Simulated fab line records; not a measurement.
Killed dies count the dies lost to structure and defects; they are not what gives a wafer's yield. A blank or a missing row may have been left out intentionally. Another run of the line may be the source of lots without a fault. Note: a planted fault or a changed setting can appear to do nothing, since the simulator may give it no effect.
Which tool is to blame? | flow gf180mcu | 10 lots with 30 wafers sampled at 7 steps, on a route of 602 steps

WHAT EACH GAUGE READ, for each wafer
GF_HV_LDD_THK_MEAS_57. Usual: HV_LDD_CVD_56_THK typically reads 89.7 nm, with standard deviation 1.2.
lot  | measured     | on            | HV_LDD_CVD_56_THK (nm) | flag
L433 | day 12 11:31 | film_metro-04 | 89.3 90.4 89.7         |
L434 | day 13 02:05 | film_metro-01 | 88.7 88.6 88.6         |
L435 | day 13 17:32 | film_metro-01 | 89.5 89.4 89.2         |
L438 | day 14 08:24 | film_metro-03 | 89.8 89.3 89.3         |
L439 | day 14 20:08 | film_metro-04 | 90.0 91.7 90.2         |
L449 | day 17 21:52 | film_metro-03 | 87.0 86.9 87.7         |
L450 | day 18 04:57 | film_metro-01 | 87.9 88.2 88.6         |
L451 | day 18 09:02 | film_metro-04 | 91.7 91.9 90.6         |
L454 | day 19 12:06 | film_metro-04 | 93.3 92.2 93.4         |
L455 | day 19 18:17 | film_metro-03 | 89.2 88.8 88.4         |

GF_NSD_TW_MEAS_12. Usual: NSD_TW typically reads 4237, with standard deviation 51.
lot  | measured     | on            | NSD_TW                        | flag
L433 | day 13 07:56 | film_metro-03 | 4265 4260 4249                |
L434 | day 13 22:27 | film_metro-03 | 4228 4215 4216                |
L435 | day 14 14:20 | film_metro-01 | 4284 4308 4305                |
L438 | day 15 06:06 | film_metro-03 | 3954 3953 3931 3933 3927 3947 | OFF
L439 | day 15 18:44 | film_metro-01 | 3990 4000 3972 3972 3983 3989 | OFF
L449 | day 18 22:06 | film_metro-01 | 4338 4339 4334                |
L450 | day 19 05:48 | film_metro-02 | 4199 4191 4190                |
L451 | day 19 09:20 | film_metro-01 | 4280 4313 4281                |
L454 | day 20 12:22 | film_metro-03 | 4238 4226 4228                |
L455 | day 20 19:01 | film_metro-02 | 4203 4177 4218                |

GF_PSD_RS_MEAS_14: uses a four-point probe to measure. Usual: NSD_RS typically reads 46.13 ohm/sq, with standard deviation 0.08.
lot  | measured     | on            | NSD_RS (ohm/sq)                     | flag
L433 | day 14 04:59 | film_metro-03 | 46.22 46.09 46.25                   |
L434 | day 14 19:41 | film_metro-02 | 46.22 46.18 46.21                   |
L435 | day 15 11:49 | film_metro-02 | 46.12 46.13 46.23                   |
L438 | day 16 04:53 | film_metro-01 | 52.36 52.31 52.27 52.47 52.38 52.25 | OFF
L439 | day 16 17:38 | film_metro-03 | 52.56 52.58 52.46 52.68 52.55 52.58 | OFF
L449 | day 19 23:22 | film_metro-01 | 46.15 46.17 46.21                   |
L450 | day 20 06:27 | film_metro-03 | 45.96 45.94 46.02                   |
L451 | day 20 10:02 | film_metro-02 | 46.12 46.06 46.10                   |
L454 | day 21 12:39 | film_metro-02 | 46.13 46.27 46.09                   |
L455 | day 21 19:15 | film_metro-01 | 45.99 45.99 46.16                   |

EACH LOT AND THE TOOL THAT RAN IT (in order: tool; ch and the chambers of the sampled wafers; start)
lot  | GF_HV_LDD_STRIP_37                   | GF_HV_LDD_RTA_52                 | GF_NSD_IMPLANT_09               | GF_NSD_STRIP_11
L433 | plasma_asher-04 ch 0,1, day 11 11:56 | rtp_anneal-02 ch 0, day 12 07:43 | implanter-03 ch 0, day 13 07:32 | plasma_asher-04 ch 0, day 13 07:49
L434 | plasma_asher-04 ch 0,1, day 12 02:01 | rtp_anneal-02 ch 0, day 12 22:10 | implanter-01 ch 0, day 13 22:04 | plasma_asher-01 ch 0,1, day 13 22:20
L435 | plasma_asher-04 ch 0,1, day 12 17:50 | rtp_anneal-01 ch 0, day 13 14:51 | implanter-01 ch 0, day 14 13:56 | plasma_asher-04 ch 0,1, day 14 14:14
L438 | plasma_asher-02 ch 0,1, day 13 07:34 | rtp_anneal-02 ch 0, day 14 04:20 | implanter-01 ch 0, day 15 05:43 | plasma_asher-04 ch 0,1, day 15 05:59
L439 | plasma_asher-01 ch 0,1, day 13 19:52 | rtp_anneal-02 ch 0, day 14 17:26 | implanter-01 ch 0, day 15 18:20 | plasma_asher-04 ch 0,1, day 15 18:38
L449 | plasma_asher-02 ch 0,1, day 16 19:46 | rtp_anneal-02 ch 0, day 17 19:10 | implanter-02 ch 0, day 18 21:44 | plasma_asher-03 ch 0,1, day 18 22:01
L450 | plasma_asher-04 ch 0,1, day 17 02:11 | rtp_anneal-01 ch 0, day 18 02:12 | implanter-03 ch 0, day 19 05:25 | plasma_asher-04 ch 0,1, day 19 05:41
L451 | plasma_asher-02 ch 0,1, day 17 06:29 | rtp_anneal-02 ch 0, day 18 06:20 | implanter-03 ch 0, day 19 08:56 | plasma_asher-03 ch 0,1, day 19 09:13
L454 | plasma_asher-04 ch 0,1, day 18 08:49 | rtp_anneal-01 ch 0, day 19 09:05 | implanter-03 ch 0, day 20 11:59 | plasma_asher-03 ch 0,1, day 20 12:16
L455 | plasma_asher-01 ch 0,1, day 18 13:43 | rtp_anneal-01 ch 0, day 19 14:22 | implanter-03 ch 0, day 20 18:38 | plasma_asher-01 ch 0,1, day 20 18:55
- GF_HV_LDD_STRIP_37: strips in O2/N2.
- GF_HV_LDD_RTA_52: time 10 s.
- GF_NSD_IMPLANT_09
- GF_NSD_STRIP_11: strips in O2/N2.

WHAT THE TOOLS THEMSELVES READ (means of the sampled wafers that have a number; where no wafer has one, the mark that the record gives instead)
GF_HV_LDD_STRIP_37. Usual: chamber_pressure_mTorr 1499.9 mTorr, standard deviation 1.3; drypump_motor_current_A 5.6 A, standard deviation 0.42; heater_power_w 327 W, standard deviation 34; oes_product_au 0.716 a.u., standard deviation 0.0046; strip_time_to_endpoint_s 12.622 s, standard deviation 0.028.
lot  | tool            | chamber_pressure_mTorr (mTorr) | drypump_motor_current_A (A) | heater_power_w (W) | oes_product_au (a.u.) | strip_time_to_endpoint_s (s) | flag
L433 | plasma_asher-04 | 1500.6                         | 5.4                         | 342                | 0.715                 | 12.613                       |
L434 | plasma_asher-04 | 1499.6                         | 5.4                         | 342                | 0.712                 | 12.626                       |
L435 | plasma_asher-04 | 1500.2                         | 5.3                         | 356                | 0.713                 | 12.604                       |
L438 | plasma_asher-02 | 1500.1                         | 6.3                         | 291                | 0.713                 | 12.635                       |
L439 | plasma_asher-01 | 1499.1                         | 5.4                         | 307                | 0.717                 | 12.637                       |
L449 | plasma_asher-02 | 1499.5                         | 6.2                         | 294                | 0.712                 | 12.606                       |
L450 | plasma_asher-04 | 1500.2                         | 5.4                         | 339                | 0.722                 | 12.609                       |
L451 | plasma_asher-02 | 1499.3                         | 6.2                         | 296                | 0.721                 | 12.617                       |
L454 | plasma_asher-04 | 1501.2                         | 5.3                         | 356                | 0.714                 | 12.601                       |
L455 | plasma_asher-01 | 1499.5                         | 5.3                         | 308                | 0.714                 | 12.679                       |

GF_HV_LDD_RTA_52. Usual: lamp_power_pct 31.6 %, standard deviation 2.4; wafer_temp_C_max 1005.9, standard deviation 2.
lot  | tool          | lamp_power_pct (%) | wafer_temp_C_max | flag
L433 | rtp_anneal-02 | 34.0               | 1004.5           |
L434 | rtp_anneal-02 | 34.0               | 1003.7           |
L435 | rtp_anneal-01 | 29.2               | 1006.9           |
L438 | rtp_anneal-02 | 34.0               | 1003.4           |
L439 | rtp_anneal-02 | 34.0               | 1004.8           |
L449 | rtp_anneal-02 | 34.0               | 1003.9           |
L450 | rtp_anneal-01 | 29.3               | 1007.3           |
L451 | rtp_anneal-02 | 34.0               | 1004.2           |
L454 | rtp_anneal-01 | 29.2               | 1006.6           |
L455 | rtp_anneal-01 | 29.3               | 1007.5           |

GF_NSD_IMPLANT_09. Usual: beam_energy_keV at 60.000, with a standard deviation of 0.019.
lot  | tool         | beam_energy_keV | flag
L433 | implanter-03 | 59.991          |
L434 | implanter-01 | 59.974          |
L435 | implanter-01 | 60.003          |
L438 | implanter-01 | 38.443          | OFF
L439 | implanter-01 | 38.446          | OFF
L449 | implanter-02 | 59.984          |
L450 | implanter-03 | 59.993          |
L451 | implanter-03 | 60.024          |
L454 | implanter-03 | 59.989          |
L455 | implanter-03 | 60.001          |

GF_NSD_STRIP_11. Usual: chamber_pressure_mTorr 1499.8 mTorr, standard deviation 1.5; drypump_motor_current_A 5.7 A, standard deviation 0.51; heater_power_w 336 W, standard deviation 29; oes_product_au 0.487 a.u., standard deviation 0.0048; strip_time_to_endpoint_s 23.06 s, standard deviation 0.038.
lot  | tool            | chamber_pressure_mTorr (mTorr) | drypump_motor_current_A (A) | heater_power_w (W) | oes_product_au (a.u.) | strip_time_to_endpoint_s (s) | flag
L433 | plasma_asher-04 | 1498.4                         | 5.5                         | 327                | 0.491                 | 23.06                        |
L434 | plasma_asher-01 | 1499.9                         | 5.3                         | 310                | 0.486                 | 23.10                        |
L435 | plasma_asher-04 | 1500.0                         | 5.4                         | 345                | 0.487                 | 23.05                        |
L438 | plasma_asher-04 | 1500.6                         | 5.3                         | 360                | 0.520                 | 20.29                        | OFF
L439 | plasma_asher-04 | 1500.3                         | 5.4                         | 344                | 0.523                 | 20.24                        | OFF
L449 | plasma_asher-03 | 1499.3                         | 6.4                         | 319                | 0.487                 | 23.06                        |
L450 | plasma_asher-04 | 1500.4                         | 5.3                         | 346                | 0.494                 | 23.09                        |
L451 | plasma_asher-03 | 1498.9                         | 6.3                         | 341                | 0.492                 | 23.02                        |
L454 | plasma_asher-03 | 1502.3                         | 6.4                         | 323                | 0.485                 | 23.07                        |
L455 | plasma_asher-01 | 1499.5                         | 5.3                         | 308                | 0.482                 | 23.04                        |

THE ANSWER, worked out from the rows above alone
Rule: take the mean of a lot's wafers that have a number; if it is more than 3 standard deviations from the usual mean, the lot is off. A lot without any number at a reading at which 4 lots or more have one is off too. Any other lot the step has rows for is counted as sound. Order of review: gauges by route order, followed by the tools' own readings, for which a lot's mean as printed above is used. At the first step where some lot is off, the reading lying furthest off is the one used; lots without a number count as furthest.
Off: L438, L439, at GF_NSD_TW_MEAS_12 (NSD_TW).
A tool fits if, at a process step before that reading, it ran every lot that is off, and no sound lot after the first of them. The gauges at GF_NSD_TW_MEAS_12 aren't tried: what is off there is off at GF_NSD_IMPLANT_09 too, on other tools, and a gauge's error can't cause that. One fits: implanter-01 at GF_NSD_IMPLANT_09. Its last sound lot is L435 (day 14 13:56), its first lot that is off L438 (day 15 05:43): a fault that began between those two fits.
On the lots that are off, the tool's own readings at GF_NSD_IMPLANT_09 differ by more than 5 times the standard deviation of the sound lots' means, which bears it out; beam_energy_keV reads 38.444 there versus 59.995 on the sound lots.

WHAT WAS PUT IN BY THE SIMULATOR
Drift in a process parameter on implanter-01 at GF_NSD_IMPLANT_09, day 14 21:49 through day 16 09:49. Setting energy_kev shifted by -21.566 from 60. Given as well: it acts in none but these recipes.
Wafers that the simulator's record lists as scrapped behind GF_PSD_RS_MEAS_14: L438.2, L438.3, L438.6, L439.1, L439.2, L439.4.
Shown lots that were struck: L438, L439. The same result came from the rule above.
